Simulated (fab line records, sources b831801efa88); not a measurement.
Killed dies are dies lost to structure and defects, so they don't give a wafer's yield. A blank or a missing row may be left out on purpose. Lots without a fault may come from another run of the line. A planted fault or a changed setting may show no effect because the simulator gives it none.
One fault seen from 2 desks | flow gf180mcu | each desk has only its own numbers; what lay behind them comes last

THE METROLOGY DESK
What the gauges read, lot by lot, whatever tool the lot ran on: means of the sampled wafers that have a number. A lot is out of limits, marked OUT, if its mean lies more than 4 standard deviations from the usual mean; the brackets give that distance.
Columns: A = V5_W_THK at GF_V5_THK_MEAS_25, usual 352 nm
lot  | first seen here | A
L196 | day 28 11:41    | 350
L197 | day 28 16:21    | 353
L198 | day 29 01:44    | 352
L199 | day 29 07:03    | 353
L201 | day 29 18:08    | 338
L202 | day 30 04:59    | 340
L208 | day 31 20:29    | 349
L210 | day 32 07:25    | 365
L212 | day 32 22:25    | 360
L213 | day 32 22:56    | 365
L214 | day 33 04:52    | 353
L216 | day 34 02:36    | 347
This desk's finding: nothing out of limits on any of the 12 lots.

THE TOOL OWNER'S DESK: pvd_sputter-04
The tool's own readings at GF_MIM_SPUTTER_04 (material TiN, target thk 50 nm, time 41.7 s): means of the sampled wafers that have a number, for each lot that ran on this tool. A lot is out of limits, marked OUT, if its mean lies more than 4 standard deviations from the usual mean; the brackets give that distance.
Columns: A = chamber_pressure_pa at GF_MIM_SPUTTER_04, usual 0.4000 Pa; B = throttle_valve_pct at GF_MIM_SPUTTER_04, usual 29.9 %
lot  | first seen here | A      | B
L197 | day 26 00:34    | 0.3994 | 30.1
L201 | day 27 05:33    | 0.3998 | 30.5
L208 | day 29 11:01    | 0.4002 | 29.4
L210 | day 29 23:47    | 0.4005 | 29.5
This desk's finding: nothing out of limits on any of the 4 lots.

PUT TOGETHER
The metrology desk saw nothing out of limits.
The tool owner's desk saw nothing out of limits.

WHAT THE SIMULATOR HAD PUT IN
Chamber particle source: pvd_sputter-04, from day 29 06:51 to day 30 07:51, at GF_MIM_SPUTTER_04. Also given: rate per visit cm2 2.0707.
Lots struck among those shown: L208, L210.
